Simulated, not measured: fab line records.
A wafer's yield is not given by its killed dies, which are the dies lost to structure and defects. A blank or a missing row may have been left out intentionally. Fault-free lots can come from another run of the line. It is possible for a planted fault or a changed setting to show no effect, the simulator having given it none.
Which of the tools did it? -- flow gf180mcu -- at 1 step of a route of 602, 13 lots with 39 wafers sampled

## WHAT THE GAUGES READ, wafer by wafer
GF_M4_THK_MEAS_06: measures by xrf. Usual: M4_ALCU_THK typically reads 438 nm, with standard deviation 5.5.
lot,measured,on,M4_ALCU_THK (nm),flag
L788,day 22 23:22,film-metro-02,436 441 448,
L789,day 23 02:45,film-metro-02,432 435 434,
L790,day 23 18:20,film-metro-03,442 443 442,
L795,day 25 05:29,film-metro-03,434 435 435,
L796,day 25 11:39,film-metro-03,429 429 437,
L797,day 26 01:11,film-metro-03,432 440 439,
L798,day 26 14:45,film-metro-01,447 446 444,
L799,day 26 15:25,film-metro-02,440 443 441,
L802,day 27 09:26,film-metro-01,436 430 434,
L807,day 28 23:13,film-metro-02,440 440 437,
L808,day 29 11:26,film-metro-01,435 432 441,
L809,day 29 12:28,film-metro-02,438 433 421,
L810,day 29 18:55,film-metro-02,437 441 444,

## EACH LOT AND THE TOOL THAT RAN IT (in order: tool; ch and the chambers of the sampled wafers; start)
The record holds no process step before these readings.

## WHAT THE TOOLS THEMSELVES READ (means of the sampled wafers that have a number; where no wafer has one, the mark that the record gives instead)
The record holds no such reading with a usual standard deviation.

## THE ANSWER, worked out from the rows above alone
Rule: a lot counts as off when the mean over its wafers that have a number is more than 3 standard deviations away from the usual mean. Also off: a lot with no number at a reading for which 4 or more lots have one. All remaining lots with rows at the step are treated as sound. Order of review: gauges by route order, followed by the tools' own readings, for which a lot's mean as printed above is used. The first step at which some lot is off is used, and at that step the reading that is off furthest; a lot without a number counts as furthest.
None of the lots is off at any reading shown; this tells nothing.

## WHAT THE SIMULATOR PUT IN
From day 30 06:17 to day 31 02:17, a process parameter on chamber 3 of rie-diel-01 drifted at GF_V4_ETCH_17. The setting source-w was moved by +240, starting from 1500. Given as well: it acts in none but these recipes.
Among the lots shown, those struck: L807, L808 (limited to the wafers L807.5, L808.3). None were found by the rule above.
